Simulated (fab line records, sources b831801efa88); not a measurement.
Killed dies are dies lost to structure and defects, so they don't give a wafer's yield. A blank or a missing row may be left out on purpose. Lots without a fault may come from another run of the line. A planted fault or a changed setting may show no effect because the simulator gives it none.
fab line records | flow gf180mcu
record lots=24 wafers=72 last_day=34
route steps=602 shown V1@357 V2@398 M3@415 V4@481 V5@557
lots that met no fault: from a run of the same line without faults
start_h: hours from the record's first day to the start of the lot's first wafer shown | wait_h: hours since the lot's step before | " the same as in the row above | L1.1+2: a row that stands for several wafers | - no value, or no start given | * or withheld: withheld | < > ~ a bound
route shown NAME@n: a module of which the file shows steps, and the number in the route of the first | usual: mean/standard deviation of fault-free wafers | same: alike in all rows | chamber/n: place in a boat | sites: the reading at each site | _std_site: their standard deviation | _edge_site: outer sites' mean less inner sites' | radius_mm: how far each site lies from the wafer's centre | mask NAME#n: copy n | behind: the tool/chamber that last shaped the wafer | hold: why the lot was held/for how many hours/how that ended | device: the transistor (n, p or np) that didn't switch | end of line: the same wafers' tests at the end of the route | a step without rows: its recipe alone | killed: dies lost to structure and defects at the first sort, not the wafer's yield | map: a wafer's dies, x killed, . not, _ none there
set.NAME: the setting as run; set.NAME@STEP: as run at that earlier step | model.NAME: the simulator's own value behind a step, which no gauge read
steps of the route over a sample of lots; a table a step, a row a wafer
services: from which hour (start_h, from the record's first day; less than 0 if before it) a tool's chamber was out of use, for how many hours, and why
## steps
# step GF_V1_SPUTTER_22
# recipe material=TiN target_thk_nm=10 chamber_pressure_pa=5 power_w=4000 time_s=40
# usual throttle_valve_pct=30.4/0.78
# same time_s=40
# columns lot.wafer tool chamber start_h wait_h throttle_valve_pct
L074.3 pvd_sputter-01 - 405.05 0.0 30.4
L074.5 " - " " 30.5
L074.6 " - " " 30.8
L075.3 pvd_sputter-02 - 418.50 0.0 30.1
L075.5 " - " " 30.3
L075.6 " - " " 31.9
L076.2 pvd_sputter-01 - 432.52 0.0 30.4
L076.4 " - " " 30.7
L076.6 " - " " 30.3
L077.1 pvd_sputter-02 - 434.18 0.0 31.8
L077.4 " - " " 29.1
L077.6 " - " " 30.4
L078.2 pvd_sputter-04 - 449.73 0.0 29.8
L078.4 " - " " 29.3
L078.6 " - " " 31.1
L079.1 pvd_sputter-01 - 457.69 0.0 30.0
L079.2 " - " " 30.7
L079.4 " - " " 30.6
L080.1 pvd_sputter-04 - 471.27 0.0 30.0
L080.3 " - " " 29.9
L080.6 " - " " 31.0
L081.1 pvd_sputter-02 - 476.31 0.0 28.9
L081.2 " - " " 30.1
L081.6 " - " " 29.2
L082.1 pvd_sputter-01 - 482.57 0.0 30.2
L082.2 " - " " 30.9
L082.3 " - " " 30.8
L083.2 pvd_sputter-02 - 494.02 0.0 32.1
L083.5 " - " " 32.0
L083.6 " - " " 30.4
L084.1 pvd_sputter-02 - 504.04 0.0 29.2
L084.3 " - " " 31.9
L084.6 " - " " 30.5
L085.1 pvd_sputter-01 - 510.85 0.0 31.0
L085.3 " - " " 30.7
L085.4 " - " " 30.5
L086.2 pvd_sputter-01 - 523.27 0.0 30.6
L086.4 " - " " 30.9
L086.5 " - " " 30.8
L087.2 pvd_sputter-02 - 527.94 0.0 30.5
L087.3 " - " " 31.8
L087.4 " - " " 30.4
L088.3 pvd_sputter-02 - 535.86 0.0 31.8
L088.5 " - " " 30.6
L088.6 " - " " 29.1
L089.1 pvd_sputter-04 - 550.41 0.0 31.3
L089.4 " - " " 29.9
L089.6 " - " " 29.3
L090.2 pvd_sputter-02 - 557.86 0.0 30.3
L090.3 " - " " 29.1
L090.5 " - " " 30.5
L091.1 pvd_sputter-02 - 563.23 0.0 31.7
L091.3 " - " " 28.8
L091.5 " - " " 30.4
L092.1 pvd_sputter-02 - 565.71 0.0 31.7
L092.4 " - " " 29.3
L092.6 " - " " 31.8
L093.2 pvd_sputter-01 - 574.68 0.0 30.8
L093.3 " - " " 30.8
L093.6 " - " " 30.7
L094.1 pvd_sputter-04 - 584.15 0.0 30.0
L094.4 " - " " 30.1
L094.6 " - " " 29.6
L095.2 pvd_sputter-02 - 591.24 0.0 29.1
L095.4 " - " " 29.1
L095.6 " - " " 30.5
L096.2 pvd_sputter-04 - 599.43 0.0 29.7
L096.3 " - " " 31.4
L096.4 " - " " 29.7
L097.1 pvd_sputter-04 - 605.17 0.0 31.3
L097.2 " - " " 29.9
L097.6 " - " " 29.8
# step GF_V2_ETCH_16
# recipe chemistry=N2/H2 target_depth_a=withheld overetch_a=withheld time_s=withheld target=BARC ion_energy_ev=200 source_w=500 bias_w=100 pressure_mtorr=30 n2_flow_sccm=100 h2_flow_sccm=200
# usual drypump_motor_current_A=5.7/0.62 n2_flow_sccm=99.99/0.26 oes_product_au=0.855/0.0046 throttle_valve_pct=13.225/0.01
# columns lot.wafer tool chamber start_h wait_h drypump_motor_current_A n2_flow_sccm oes_product_au throttle_valve_pct
L074.3 rie_diel-03 2 454.85 0.0 5.0 99.61 0.852 13.236
L074.5 " 3 " " 5.0 100.02 0.855 13.225
L074.6 " 2 " " 5.0 99.72 0.857 13.230
L075.3 rie_diel-03 1 468.49 0.0 5.0 99.75 0.862 13.227
L075.5 " 1 " " 5.0 100.00 0.853 13.227
L075.6 " 3 " " 5.0 99.46 0.862 13.237
L076.2 rie_diel-01 0 484.20 0.0 6.6 99.84 0.861 13.229
L076.4 " 1 " " 6.6 99.43 0.849 13.221
L076.6 " 0 " " 6.7 100.46 0.845 13.225
L077.1 rie_diel-03 1 485.94 0.0 5.0 100.08 0.863 13.230
L077.4 " 0 " " 5.6 100.14 0.855 13.228
L077.6 " 0 " " 5.6 100.34 0.849 13.232
L078.2 rie_diel-03 1 500.44 0.0 5.0 99.88 0.854 13.216
L078.4 " 0 " " 5.6 99.99 0.858 13.218
L078.6 " 1 " " 5.0 100.07 0.853 13.237
L079.1 rie_diel-04 3 508.79 0.0 6.4 100.24 0.854 13.218
L079.2 " 2 " " 6.5 100.08 0.849 13.214
L079.4 " 0 " " 6.2 99.96 0.860 13.260
L080.1 rie_diel-03 3 520.29 0.0 5.1 100.35 0.847 13.212
L080.3 " 0 " " 5.7 100.07 0.855 13.219
L080.6 " 3 " " 5.1 100.16 0.855 13.213
L081.1 rie_diel-04 1 525.04 0.0 5.4 99.69 0.856 13.217
L081.2 " 0 " " 6.1 100.01 0.859 13.229
L081.6 " 2 " " 6.5 99.77 0.853 13.216
L082.1 rie_diel-03 3 531.50 0.0 5.1 99.68 0.850 13.222
L082.2 " 1 " " 5.0 100.17 0.847 13.220
L082.3 " 0 " " 5.6 99.76 0.849 13.229
L083.2 rie_diel-03 1 542.44 0.0 5.0 100.01 0.862 13.226
L083.5 " 3 " " 5.0 100.24 0.860 13.212
L083.6 " 2 " " 5.0 99.92 0.860 13.233
L084.1 rie_diel-03 1 552.75 0.0 5.0 100.23 0.844 13.218
L084.3 " 2 " " 5.0 99.57 0.864 13.220
L084.6 " 1 " " 5.0 100.02 0.857 13.229
L085.1 rie_diel-01 0 560.33 0.0 6.6 99.71 0.863 13.222
L085.3 " 1 " " 6.6 99.92 0.860 13.226
L085.4 " 3 " " 5.7 100.03 0.861 13.231
L086.2 rie_diel-04 1 570.00 0.0 5.4 99.73 0.855 13.225
L086.4 " 3 " " 6.4 99.89 0.857 13.215
L086.5 " 3 " " 6.4 99.86 0.855 13.224
L087.2 rie_diel-04 2 574.70 0.0 6.4 100.02 0.843 13.224
L087.3 " 3 " " 6.4 100.05 0.854 13.231
L087.4 " 1 " " 5.4 99.86 0.848 13.222
L088.3 rie_diel-01 1 582.44 0.0 6.6 99.98 0.852 13.225
L088.5 " 1 " " 6.5 100.23 0.853 13.223
L088.6 " 2 " " 5.6 99.74 0.856 13.222
L089.1 rie_diel-01 3 598.11 0.0 5.7 100.56 0.846 13.220
L089.4 " 1 " " 6.6 99.97 0.853 13.227
L089.6 " 1 " " 6.6 99.87 0.852 13.223
L090.2 rie_diel-03 1 602.69 0.0 5.0 99.82 0.852 13.225
L090.3 " 2 " " 5.0 100.71 0.852 13.244
L090.5 " 3 " " 5.1 99.99 0.858 13.220
L091.1 rie_diel-04 2 607.74 0.0 6.5 99.83 0.860 13.239
L091.3 " 3 " " 6.4 99.43 0.859 13.250
L091.5 " 3 " " 6.4 99.38 0.859 13.249
L092.1 rie_diel-03 2 610.05 0.0 5.0 99.97 0.855 13.212
L092.4 " 2 " " 5.0 99.97 0.860 13.218
L092.6 " 0 " " 5.6 100.37 0.850 13.216
L093.2 rie_diel-01 0 620.05 0.0 6.6 100.16 0.858 13.211
L093.3 " 2 " " 5.5 99.92 0.854 13.245
L093.6 " 2 " " 5.6 99.70 0.855 13.219
L094.1 rie_diel-01 0 634.17 0.0 6.7 100.21 0.844 13.226
L094.4 " 3 " " 5.7 99.87 0.853 13.231
L094.6 " 1 " " 6.6 99.88 0.853 13.213
L095.2 rie_diel-01 1 636.21 0.0 6.5 99.29 0.851 13.231
L095.4 " 3 " " 5.7 100.31 0.852 13.227
L095.6 " 1 " " 6.6 99.37 0.852 13.228
L096.2 rie_diel-03 3 660.10 0.0 5.1 100.03 0.856 13.213
L096.3 " 0 " " 5.7 100.26 0.853 13.221
L096.4 " 2 " " 5.0 100.39 0.851 13.214
L097.1 rie_diel-01 0 662.86 0.0 6.7 99.99 0.851 13.221
L097.2 " 2 " " 5.5 99.74 0.857 13.216
L097.6 " 1 " " 6.6 99.94 0.864 13.231
# step GF_V2_SPUTTER_21
# recipe material=Ti target_thk_nm=15 chamber_pressure_pa=5 power_w=2500 substrate_temp_c=200 time_s=80.02
# usual substrate_temp_c=199.99/0.16 throttle_valve_pct=30.6/0.64
# same time_s=80.02
# columns lot.wafer tool chamber start_h wait_h substrate_temp_c throttle_valve_pct
L074.3 pvd_sputter-02 - 455.54 0.0 200.06 30.2
L074.5 " - " " 200.14 30.2
L074.6 " - " " 199.81 31.8
L075.3 pvd_sputter-01 - 469.16 0.0 200.08 30.2
L075.5 " - " " 199.91 30.2
L075.6 " - " " 199.83 30.1
L076.2 pvd_sputter-03 - 484.86 0.0 199.78 30.7
L076.4 " - " " 200.20 30.7
L076.6 " - " " 199.89 30.7
L077.1 pvd_sputter-01 - 486.61 0.0 200.01 30.2
L077.4 " - " " 200.49 30.8
L077.6 " - " " 200.20 30.7
L078.2 pvd_sputter-02 - 501.15 0.0 199.83 29.2
L078.4 " - " " 199.93 32.0
L078.6 " - " " 199.94 30.4
L079.1 pvd_sputter-01 - 509.46 0.0 200.14 30.2
L079.2 " - " " 199.76 31.0
L079.4 " - " " 200.21 30.7
L080.1 pvd_sputter-01 - 520.96 0.0 200.04 30.3
L080.3 " - " " 199.76 30.5
L080.6 " - " " 199.88 30.2
L081.1 pvd_sputter-03 - 525.74 0.0 199.96 30.4
L081.2 " - " " 199.90 31.2
L081.6 " - " " 199.65 30.5
L082.1 pvd_sputter-03 - 532.16 0.0 199.88 30.1
L082.2 " - " " 199.98 31.3
L082.3 " - " " 199.72 30.9
L083.2 pvd_sputter-01 - 543.11 0.0 200.08 30.3
L083.5 " - " " 199.95 31.2
L083.6 " - " " 199.99 30.3
L084.1 pvd_sputter-02 - 553.41 0.0 199.92 31.9
L084.3 " - " " 200.02 30.3
L084.6 " - " " 200.07 32.1
L085.1 pvd_sputter-02 - 560.99 0.0 199.96 32.1
L085.3 " - " " 200.03 30.3
L085.4 " - " " 200.30 29.3
L086.2 pvd_sputter-01 - 570.67 0.0 200.05 30.7
L086.4 " - " " 199.96 31.0
L086.5 " - " " 200.19 30.5
L087.2 pvd_sputter-02 - 575.36 0.0 200.14 30.0
L087.3 " - " " 199.71 28.9
L087.4 " - " " 199.84 32.0
L088.3 pvd_sputter-03 - 583.11 0.0 199.76 30.8
L088.5 " - " " 199.75 29.9
L088.6 " - " " 200.14 31.3
L089.1 pvd_sputter-01 - 598.77 0.0 199.96 30.3
L089.4 " - " " 199.87 30.7
L089.6 " - " " 199.86 30.9
L090.2 pvd_sputter-02 - 603.35 0.0 200.17 29.1
L090.3 " - " " 200.20 30.3
L090.5 " - " " 200.09 31.9
L091.1 pvd_sputter-02 - 608.41 0.0 200.04 30.2
L091.3 " - " " 199.95 30.4
L091.5 " - " " 200.17 32.2
L092.1 pvd_sputter-03 - 610.75 0.0 199.74 31.0
L092.4 " - " " 199.94 30.4
L092.6 " - " " 200.09 30.5
L093.2 pvd_sputter-01 - 620.75 0.0 200.19 30.7
L093.3 " - " " 199.73 30.6
L093.6 " - " " 200.06 30.9
L094.1 pvd_sputter-03 - 634.83 0.0 200.11 30.5
L094.4 " - " " 200.15 30.7
L094.6 " - " " 200.11 30.5
L095.2 pvd_sputter-01 - 636.87 0.0 200.29 30.6
L095.4 " - " " 199.89 30.5
L095.6 " - " " 200.30 30.9
L096.2 pvd_sputter-01 - 660.79 0.0 200.08 30.1
L096.3 " - " " 200.01 30.7
L096.4 " - " " 199.81 30.6
L097.1 pvd_sputter-01 - 663.69 0.0 200.05 30.3
L097.2 " - " " 200.09 30.8
L097.6 " - " " 200.21 30.8
# step GF_M3_THK_MEAS_06
# recipe thk_meas_gauge=xrf reads=AlCu_of_M3_SPUTTER_02
# usual M3_ALCU_THK=444/6.8
# columns lot.wafer tool chamber start_h wait_h M3_ALCU_THK[nm]
L074.3 film_metro-04 - 456.60 0.1 450
L074.5 " - " " 447
L074.6 " - " " 443
L075.3 film_metro-01 - 470.21 0.1 442
L075.5 " - " " 439
L075.6 " - " " 448
L076.2 film_metro-01 - 485.91 0.1 442
L076.4 " - " " 449
L076.6 " - " " 441
L077.1 film_metro-02 - 487.64 0.1 444
L077.4 " - " " 439
L077.6 " - " " 446
L078.2 film_metro-02 - 502.20 0.1 440
L078.4 " - " " 445
L078.6 " - " " 443
L079.1 film_metro-01 - 510.49 0.1 439
L079.2 " - " " 439
L079.4 " - " " 442
L080.1 film_metro-01 - 522.24 0.1 446
L080.3 " - " " 441
L080.6 " - " " 441
L081.1 film_metro-01 - 526.77 0.1 451
L081.2 " - " " 445
L081.6 " - " " 443
L082.1 film_metro-01 - 533.20 0.1 459
L082.2 " - " " 451
L082.3 " - " " 450
L083.2 film_metro-04 - 544.15 0.1 452
L083.5 " - " " 456
L083.6 " - " " 454
L084.1 film_metro-02 - 554.44 0.1 446
L084.3 " - " " 439
L084.6 " - " " 436
L085.1 film_metro-04 - 562.03 0.1 442
L085.3 " - " " 449
L085.4 " - " " 443
L086.2 film_metro-01 - 571.71 0.1 434
L086.4 " - " " 443
L086.5 " - " " 437
L087.2 film_metro-04 - 577.55 0.1 458
L087.3 " - " " 448
L087.4 " - " " 445
L088.3 film_metro-02 - 584.17 0.1 441
L088.5 " - " " 423
L088.6 " - " " 439
L089.1 film_metro-02 - 599.88 0.1 445
L089.4 " - " " 430
L089.6 " - " " 444
L090.2 film_metro-04 - 604.40 0.1 460
L090.3 " - " " 444
L090.5 " - " " 452
L091.1 film_metro-02 - 609.45 0.1 436
L091.3 " - " " 450
L091.5 " - " " 454
L092.1 film_metro-04 - 611.78 0.1 452
L092.4 " - " " 444
L092.6 " - " " 439
L093.2 film_metro-04 - 621.80 0.1 460
L093.3 " - " " 450
L093.6 " - " " 453
L094.1 film_metro-04 - 635.86 0.1 455
L094.4 " - " " 443
L094.6 " - " " 437
L095.2 film_metro-04 - 637.95 0.1 446
L095.4 " - " " 455
L095.6 " - " " 443
L096.2 film_metro-04 - 662.07 0.1 453
L096.3 " - " " 449
L096.4 " - " " 448
L097.1 film_metro-02 - 664.77 0.1 448
L097.2 " - " " 445
L097.6 " - " " 447
# step GF_V4_BOW_MEAS_05
# recipe mode=bow
# usual V4_BOW=135/9.2
# columns lot.wafer tool chamber start_h wait_h V4_BOW[um]
L074.3 film_metro-03 - 530.68 0.1 131
L074.5 " - " " 133
L074.6 " - " " 134
L075.3 film_metro-03 - 544.41 0.2 151
L075.5 " - " " 134
L075.6 " - " " 143
L076.2 film_metro-01 - 559.50 0.2 136
L076.4 " - " " 134
L076.6 " - " " 125
L077.1 film_metro-03 - 561.42 0.1 153
L077.4 " - " " 160
L077.6 " - " " 141
L078.2 film_metro-02 - 576.39 0.2 141
L078.4 " - " " 130
L078.6 " - " " 130
L079.1 film_metro-03 - 583.34 0.2 140
L079.2 " - " " 151
L079.4 " - " " 149
L080.1 film_metro-02 - 593.62 0.2 147
L080.3 " - " " 143
L080.6 " - " " 140
L081.1 film_metro-01 - 598.68 0.1 130
L081.2 " - " " 133
L081.6 " - " " 137
L082.1 film_metro-01 - 603.65 0.2 128
L082.2 " - " " 123
L082.3 " - " " 132
L083.2 film_metro-03 - 613.32 0.1 134
L083.5 " - " " 134
L083.6 " - " " 136
L084.1 film_metro-01 - 623.45 0.1 149
L084.3 " - " " 135
L084.6 " - " " 137
L085.1 film_metro-02 - 636.09 0.1 140
L085.3 " - " " 145
L085.4 " - " " 142
L086.2 film_metro-02 - 638.39 0.2 128
L086.4 " - " " 119
L086.5 " - " " 123
L087.2 film_metro-03 - 661.82 0.3 123
L087.3 " - " " 132
L087.4 " - " " 144
L088.3 film_metro-01 - 664.77 0.2 120
L088.5 " - " " 119
L088.6 " - " " 130
L089.1 film_metro-03 - 672.71 0.1 151
L089.4 " - " " 150
L089.6 " - " " 141
L090.2 film_metro-03 - 675.82 0.3 134
L090.3 " - " " 149
L090.5 " - " " 136
L091.1 film_metro-01 - 679.05 0.1 153
L091.3 " - " " 144
L091.5 " - " " 142
L092.1 film_metro-03 - 679.62 0.1 138
L092.4 " - " " 124
L092.6 " - " " 131
L093.2 film_metro-02 - 689.64 0.2 119
L093.3 " - " " 128
L093.6 " - " " 128
L094.1 film_metro-02 - 698.29 0.2 128
L094.4 " - " " 135
L094.6 " - " " 128
L095.2 film_metro-02 - 703.23 0.2 133
L095.4 " - " " 135
L095.6 " - " " 135
L096.2 film_metro-03 - 711.73 0.3 137
L096.3 " - " " 143
L096.4 " - " " 125
L097.1 film_metro-03 - 717.24 0.2 132
L097.2 " - " " 131
L097.6 " - " " 133
# step GF_V5_ETCH_17
# recipe chemistry=C4F8/O2/Ar mask_material=KrF target=SiO2 stop_on=TiN source_w=1500 bias_w=1200 pressure_mtorr=40 c4f8_flow_sccm=withheld O2_flow_sccm=6 Ar_flow_sccm=300 time_s=withheld target_depth_a=8550
# usual oes_product_au=0.860/0.0051
# columns lot.wafer tool chamber start_h wait_h oes_product_au
L074.3 rie_diel-04 1 - - 0.859
L074.5 " 1 " " 0.864
L074.6 " 2 " " 0.859
L075.3 rie_diel-03 0 - - 0.855
L075.5 " 2 " " 0.861
L075.6 " 3 " " 0.859
L076.2 rie_diel-04 1 - - 0.865
L076.4 " 2 " " 0.861
L076.6 " 2 " " 0.861
L077.1 rie_diel-04 0 - - 0.853
L077.4 " 2 " " 0.858
L077.6 " 3 " " 0.854
L078.2 rie_diel-01 3 - - 0.852
L078.4 " 2 " " 0.859
L078.6 " 0 " " 0.857
L079.1 rie_diel-01 1 - - 0.858
L079.2 " 0 " " 0.860
L079.4 " 2 " " 0.867
L080.1 rie_diel-04 0 - - 0.862
L080.3 " 1 " " 0.857
L080.6 " 1 " " 0.868
L081.1 rie_diel-03 1 - - 0.850
L081.2 " 0 " " 0.866
L081.6 " 3 " " 0.859
L082.1 rie_diel-01 1 - - 0.865
L082.2 " 2 " " 0.862
L082.3 " 0 " " 0.865
L083.2 rie_diel-03 2 - - 0.860
L083.5 " 1 " " 0.854
L083.6 " 2 " " 0.856
L084.1 rie_diel-03 0 - - 0.872
L084.3 " 1 " " 0.853
L084.6 " 2 " " 0.859
L085.1 rie_diel-04 1 - - 0.865
L085.3 " 2 " " 0.854
L085.4 " 0 " " 0.860
L086.2 rie_diel-01 2 - - 0.858
L086.4 " 3 " " 0.858
L086.5 " 2 " " 0.861
L087.2 rie_diel-03 0 - - 0.854
L087.3 " 2 " " 0.863
L087.4 " 3 " " 0.854
L088.3 rie_diel-03 2 - - 0.859
L088.5 " 0 " " 0.853
L088.6 " 1 " " 0.875
L089.1 rie_diel-03 2 - - 0.869
L089.4 " 1 " " 0.867
L089.6 " 3 " " 0.860
L090.2 rie_diel-04 3 - - 0.852
L090.3 " 2 " " 0.856
L090.5 " 0 " " 0.859
L092.1 rie_diel-04 1 - - 0.853
L092.4 " 3 " " 0.861
L092.6 " 3 " " 0.860
L091.1 rie_diel-01 2 - - 0.859
L091.3 " 1 " " 0.860
L091.5 " 1 " " 0.862
L093.2 rie_diel-03 0 - - 0.851
L093.3 " 3 " " 0.857
L093.6 " 2 " " 0.854
L094.1 rie_diel-04 3 - - 0.856
L094.4 " 1 " " 0.860
L094.6 " 2 " " 0.850
L095.2 rie_diel-01 2 - - 0.857
L095.4 " 3 " " 0.856
L095.6 " 2 " " 0.855
L096.2 rie_diel-01 1 - - 0.857
L096.3 " 2 " " 0.856
L096.4 " 0 " " 0.857
L097.1 rie_diel-03 0 - - 0.867
L097.2 " 2 " " 0.861
L097.6 " 0 " " 0.858
## services
# columns tool chamber start_h hours kind
rie_diel-04 3 391.56 28.6 repair
rie_diel-03 - 394.99 0.6 repair
rie_diel-01 0 395.60 29.4 repair
rie_diel-03 0 450.06 5.1 repair
pvd_sputter-02 - 466.35 2.1 repair
rie_diel-03 2 467.44 3.0 repair
rie_diel-01 - 489.97 28.1 pm
rie_diel-03 1 510.68 4.0 repair
pvd_sputter-02 - 514.93 9.7 repair
rie_diel-04 2 535.26 7.7 repair
pvd_sputter-02 - 543.77 2.3 repair
rie_diel-03 2 548.27 4.4 repair
pvd_sputter-01 - 557.21 6.4 repair
rie_diel-03 0 580.56 7.2 repair
rie_diel-01 2 628.59 7.9 repair
pvd_sputter-01 - 631.38 1.8 repair
rie_diel-03 - 631.56 2.8 pm
pvd_sputter-02 - 656.16 12.5 repair
rie_diel-01 1 666.71 3.6 repair
rie_diel-01 3 708.70 7.7 repair
rie_diel-04 0 720.17 2.9 repair
rie_diel-03 3 766.80 4.5 repair
rie_diel-01 - 769.66 0.3 repair
pvd_sputter-01 - 769.89 2.8 repair
## key
fault none
